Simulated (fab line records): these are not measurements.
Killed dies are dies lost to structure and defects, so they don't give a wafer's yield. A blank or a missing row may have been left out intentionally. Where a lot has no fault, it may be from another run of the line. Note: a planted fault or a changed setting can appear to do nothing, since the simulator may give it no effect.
Comparing a struck lot with a sound one    flow sky130    17 steps out of a route of 708
Sound: wafers L715.3, L715.4, L715.6. Wafers struck: L708.1, L708.2, L708.5. The cause comes at the end.
Each step with rows lists, per side, the tool, then ch with its chambers, then its first start. Under that, the readings that differ: sound wafers    struck wafers    difference of the means    sigmas: that difference in standard deviations of wafers without a fault.
alike: readings with means less than 2 such deviations apart, plus words and numbers identical on both sides. not compared: withheld readings, readings lacking a value on some wafer, bounds such as >300 that could conceal the same value, and numbers that have no deviation in the record and whose values overlap.
The two part at a step that has a row with sigmas, a row that says differs or no value, or rows on one side only. Numbers that don't overlap but have no deviation are shown without sigmas and don't part them. Lack of a reading on every wafer of one side parts them only where that side has two or more wafers.

first, 1 step without rows for these wafers: SKY_VT_ADJUST_NCORE_IMPLANT_09.
SKY_VT_ADJUST_NCORE_STRIP_10: strips in O2/N2.
  sound on plasma_asher-03 ch 0,1, day 13 18:49; struck on plasma_asher-02 ch 0,1, day 11 08:05
reading                       sound              struck             difference  sigmas
strip_time_to_endpoint_s (s)  13.98 13.93 13.98  13.85 13.86 13.83  -0.12       -3
  alike: drypump_motor_current_A, o2_flow_sccm, oes_product_au
  not compared: rf_hours_counter_h
SKY_VT_ADJUST_NCORE_TW_MEAS_11:
  struck on film_metro-02, day 11 08:11; sound on film_metro-03, day 13 18:55
  alike: VT_ADJUST_NCORE_TW
then, 7 steps without rows for these wafers: SKY_VT_ADJUST_HVTR_DEHYDRATE_00 (time 60 s); SKY_VT_ADJUST_HVTR_HMDS_01 (prime time 60 s); SKY_VT_ADJUST_HVTR_COAT_02 (resist thk 1133 nm); SKY_VT_ADJUST_HVTR_SOFTBAKE_03 (time 60 s); SKY_VT_ADJUST_HVTR_EXPOSE_04 (exposes mask HVTRM, target cd 380 nm); SKY_VT_ADJUST_HVTR_PEB_05; SKY_VT_ADJUST_HVTR_DEVELOP_06 (develop time 60 s).
SKY_VT_ADJUST_HVTR_CD_MEAS_07: target cd 380 nm.
  struck on cd_sem-01, day 12 07:28; sound on cd_sem-02, day 14 19:45
reading     sound              struck             difference  sigmas
cd_nm (nm)  378.6 377.9 378.8  386.4 385.7 384.0  +6.9        +2
SKY_VT_ADJUST_HVTR_OVL_MEAS_08:
  struck on overlay-02, day 12 07:35; sound on overlay-01, day 14 19:50
  alike: VT_ADJUST_HVTR_OVL
SKY_VT_ADJUST_HVTR_IMPLANT_09:
  sound on implanter-02 ch 0, day 14 19:55; struck on implanter-03 ch 0, day 12 07:37
reading                           sound                    struck                           difference  sigmas
beam_on_s (s)                     9.67 9.73 9.89           11.99 12.27 12.28                +2.42       +12
end_station_pressure_torr (Torr)  4.4e-06 4.6e-06 4.9e-06  8.882e-05 0.00010103 0.00010384  +9.326e-05  +99 or more
faraday_current_uA                12.21 12.15 11.95        9.97 9.74 9.73                   -2.29       -10
SKY_VT_ADJUST_HVTR_STRIP_10: strips in O2/N2.
  sound on plasma_asher-04 ch 0,1, day 14 20:03; struck on plasma_asher-04 ch 0,1, day 12 07:46
  alike: drypump_motor_current_A, o2_flow_sccm, oes_product_au, strip_time_to_endpoint_s
  not compared: rf_hours_counter_h
SKY_VT_ADJUST_HVTR_TW_MEAS_11:
  struck on film_metro-02, day 12 07:52; sound on film_metro-01, day 14 20:08
reading            sound              struck             difference  sigmas
VT_ADJUST_HVTR_TW  212.5 212.2 212.5  221.1 219.3 221.1  +8.1        +4
then, 1 step without rows for these wafers: SKY_VT_ADJUST_PCH_DEHYDRATE_00 (time 60 s).
-- here the record skips 36 days between the struck wafers' starts before and after, leaving off in module VT_ADJUST_PCH and picking up in module PAD_OPEN (first step shown: number 708 of the route) --
SKY_PAD_OPEN_PROBE_99:
  struck on prober-02, day 48 08:02; sound on prober-02, day 50 01:05
reading                                   sound                    struck                   difference  sigmas
model.etest.pfet_01v8_mvt.drive_ua_um     148.6 151.2 149.8        164.5 166.7 168          +16.5       
model.etest.pfet_01v8_mvt.off_log10_a_um  -10.65 -10.63 -10.58     -9.362 -9.284 -9.211     +1.334      
model.etest.pfet_01v8_mvt.vt_sat_v (V)    -0.5834 -0.5779 -0.579   -0.4425 -0.423 -0.4354   +0.1465     
model.etest.pfet_01v8_mvt.vt_v (V)        -0.6636 -0.661 -0.6621   -0.54 -0.5258 -0.5333    +0.13       
model.etest.pfet_01v8_mvt.vt_long_v (V)   -0.8638 -0.8571 -0.8594  -0.7637 -0.7542 -0.7554  +0.1023     
  alike: killed_at_M0_to_M3, killed_at_M4_up, killed_at_contacts, killed_at_front_end, killed_at_other, killed_dies, killed_open, killed_short

WHERE THEY PART
First at SKY_VT_ADJUST_NCORE_STRIP_10; last, within this record, at SKY_VT_ADJUST_HVTR_TW_MEAS_11. Later steps at which nothing parts them and some readings are alike: SKY_PAD_OPEN_PROBE_99.

WHY: what had been put in by the simulator
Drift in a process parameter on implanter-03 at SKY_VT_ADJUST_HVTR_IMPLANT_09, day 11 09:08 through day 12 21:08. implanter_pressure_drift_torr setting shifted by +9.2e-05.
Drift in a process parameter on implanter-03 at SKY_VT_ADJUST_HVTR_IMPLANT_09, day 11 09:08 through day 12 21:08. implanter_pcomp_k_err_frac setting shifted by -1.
